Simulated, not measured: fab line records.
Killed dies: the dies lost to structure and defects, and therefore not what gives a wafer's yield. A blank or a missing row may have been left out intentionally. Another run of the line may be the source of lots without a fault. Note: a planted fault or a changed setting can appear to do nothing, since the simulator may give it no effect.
A lot that was struck, set against a sound lot || flow gf180mcu || 37 steps out of a route of 602
Sound: these wafers, L677.1, L677.5, L677.6. Struck: wafer L686.1. (L686.2, L686.6 of the same lot were not struck and are left out.) The cause comes at the end.
Each step with rows lists, per side, the tool, then ch with its chambers, then its first start. Under that, the readings that differ: sound wafers || struck wafers || difference of the means || sigmas: that difference in standard deviations of wafers without a fault.
alike: readings whose means differ by less than 2 such deviations, and words and numbers that are the same on both sides. not compared: withheld readings, readings that some wafer has no value for, bounds like >300 that may hide the same value, and numbers for which the record gives no deviation and whose values overlap.
A row with sigmas, a row that says differs or no value, or rows on one side alone: a step with any of these is where the two part. Non-overlapping numbers with no deviation appear without sigmas and do not part them. Lack of a reading on every wafer of one side parts them only where that side has two or more wafers.

first, 1 step without rows for these wafers: GF_M5_DEVELOP_06 (develop time 60 s).
GF_M5_CD_MEAS_07: target cd 280 nm.
  sound: cd sem-01 at day 26 08:02; struck: cd sem-01 at day 29 05:32
  alike: cd nm
GF_M5_OVL_MEAS_08:
  sound: overlay-02 at day 26 08:09; struck: overlay-01 at day 29 05:39
  alike: M5_OVL
GF_M5_ETCH_09: etches Si3N4 in CF4/O2, target depth 52 nm, time 11.6 s.
  sound on rie diel-01 ch 0,1,3, day 26 08:11; struck on rie diel-01 ch 3, day 29 05:41
  alike: drypump motor current A, oes product au, throttle valve pct
  not compared: rf hours counter h
then, 5 steps without rows for these wafers: GF_M5_METAL_ETCH_10 (etches the open film in Cl2/BCl3, stops on SiO2, target depth 750.8 nm, time 125.1 s); GF_M5_STRIP_11 (strips in O2/N2); GF_M5_STRIP_12 (strips in post etch residue remover, time 1200 s); GF_M5_CLEAN_13 (cleans in DIW); GF_V5_CVD_00 (deposits SiO2, target thk 300 nm, time 50 s).
GF_V5_THK_MEAS_01:
  sound: film metro-03 at day 26 09:03; struck: film metro-03 at day 29 06:25
  alike: V5_CVD_00_THK
GF_V5_CVD_02: deposits SiO2 from TEOS, target thk 1450 nm, time 163.28 s.
  sound on pecvd-03 ch 1,2, day 26 09:07; struck on pecvd-01 ch 1, day 29 06:28
{"reading": "susceptor temp C (C)", "sound": "399.91 400.12 400.00", "struck": 400.50, "difference": "+0.49", "sigmas": "+2"}
  alike: heater power w
  not compared: since wet clean h
GF_V5_THK_MEAS_03:
  sound: film metro-02 at day 26 09:13; struck: film metro-02 at day 29 06:35
  alike: V5_CVD_02_THK
GF_V5_CMP_04: polishes SiO2.
  sound on cmp-02 ch 0,1, day 26 09:20; struck on cmp-01 ch 1, day 29 06:38
{"reading": "model.SiO2_of_V5_CVD_02.thk nm (nm)", "sound": "854.1 854.5 854.2", "struck": 770, "difference": -84, "sigmas": ""}
  alike: motor current A, slurry filter dp kPa, slurry flow ml min
GF_V5_BOW_MEAS_05:
  sound: film metro-03 at day 26 09:35; struck: film metro-03 at day 29 06:56
  alike: V5_BOW
then, 8 steps without rows for these wafers: GF_V5_DEHYDRATE_06 (time 60 s); GF_V5_HMDS_07 (prime time 60 s); GF_V5_COAT_08; GF_V5_COAT_09 (resist thk 1000 nm); GF_V5_SOFTBAKE_10 (time 60 s); GF_V5_EXPOSE_11 (exposes mask Via5, target cd 260 nm); GF_V5_PEB_12 (peb time 90 s); GF_V5_DEVELOP_13 (develop time 60 s).
GF_V5_CD_MEAS_14: target cd 260 nm.
  sound: cd sem-02 at day 27 06:20; struck: cd sem-01 at day 30 01:27
  alike: cd nm
GF_V5_OVL_MEAS_15:
  sound: overlay-02 at day 27 06:27; struck: overlay-01 at day 30 01:34
  alike: V5_OVL
GF_V5_ETCH_16: etches BARC in N2/H2.
  sound on rie diel-03 ch 0,3, day 27 06:29; struck on rie diel-03 ch 0, day 30 01:37
  alike: drypump motor current A, oes product au, throttle valve pct
GF_V5_ETCH_17: etches SiO2 in C4F8/O2/Ar, stops on TiN, target depth 855 nm.
  sound on rie diel-03 ch 0,3; struck on rie diel-03 ch 0
{"reading": "oes product au (a.u.)", "sound": "0.863 0.853 0.856", "struck": 0.809, "difference": -0.048, "sigmas": -11}
{"reading": "model.V5.feature depth nm (nm)", "sound": "854.1 854.5 854.2", "struck": 770, "difference": -84, "sigmas": ""}
{"reading": "model.etch.depth nm (nm)", "sound": "854.1 854.5 854.2", "struck": 770, "difference": -84, "sigmas": ""}
then, 4 steps without rows for these wafers: GF_V5_STRIP_18 (strips in O2/N2); GF_V5_STRIP_19 (strips in post etch residue remover, time 1200 s); GF_V5_CLEAN_20 (cleans in DIW); GF_V5_SPUTTER_21 (material Ti, target thk 15 nm, time 80.02 s).
GF_V5_SPUTTER_22: material TiN, target thk 10 nm, time 40 s.
  sound: pvd sputter-02 at day 27 07:14; struck: pvd sputter-03 at day 30 02:22
{"reading": "throttle valve pct (%)", "sound": "30.6 30.6 29.7", "struck": 28.3, "difference": -2.0, "sigmas": -2}
then, 1 step without rows for these wafers: GF_V5_CVD_23 (deposits W, target thk 350 nm, time 104.9 s).
GF_V5_RS_MEAS_24: uses a four-point probe to measure.
  sound: film metro-04 at day 27 07:23; struck: film metro-04 at day 30 02:31
  alike: V5_W_RS
GF_V5_THK_MEAS_25: measures by xrf.
  sound: film metro-04 at day 27 07:30; struck: film metro-04 at day 30 02:38
  alike: V5_W_THK
GF_V5_CMP_26: polishes, stops on SiO2, t overpolish 15 s, target thk 0 nm.
  sound on cmp-02 ch 0,1, day 27 07:34; struck on cmp-01 ch 0, day 30 02:41
{"reading": "model.SiO2_of_V5_CVD_02.thk nm (nm)", "sound": "850.3 850.7 850.4", "struck": 766.3, "difference": -84.2, "sigmas": ""}
  alike: motor current A, slurry filter dp kPa, slurry flow ml min
GF_TOP_METAL_SPUTTER_00: material Ti, target thk 37.5 nm, time 150 s.
  sound: pvd sputter-04 at day 27 07:52; struck: pvd sputter-02 at day 30 02:59
  alike: throttle valve pct
GF_PASSIVATION_PROBE_99:
  sound wafers here have rows in the record (prober-01, day 29 03:40); struck ones have none

WHERE THEY PART
First at GF_V5_CVD_02; last, within this record, at GF_PASSIVATION_PROBE_99.

WHY: what the simulator had put in
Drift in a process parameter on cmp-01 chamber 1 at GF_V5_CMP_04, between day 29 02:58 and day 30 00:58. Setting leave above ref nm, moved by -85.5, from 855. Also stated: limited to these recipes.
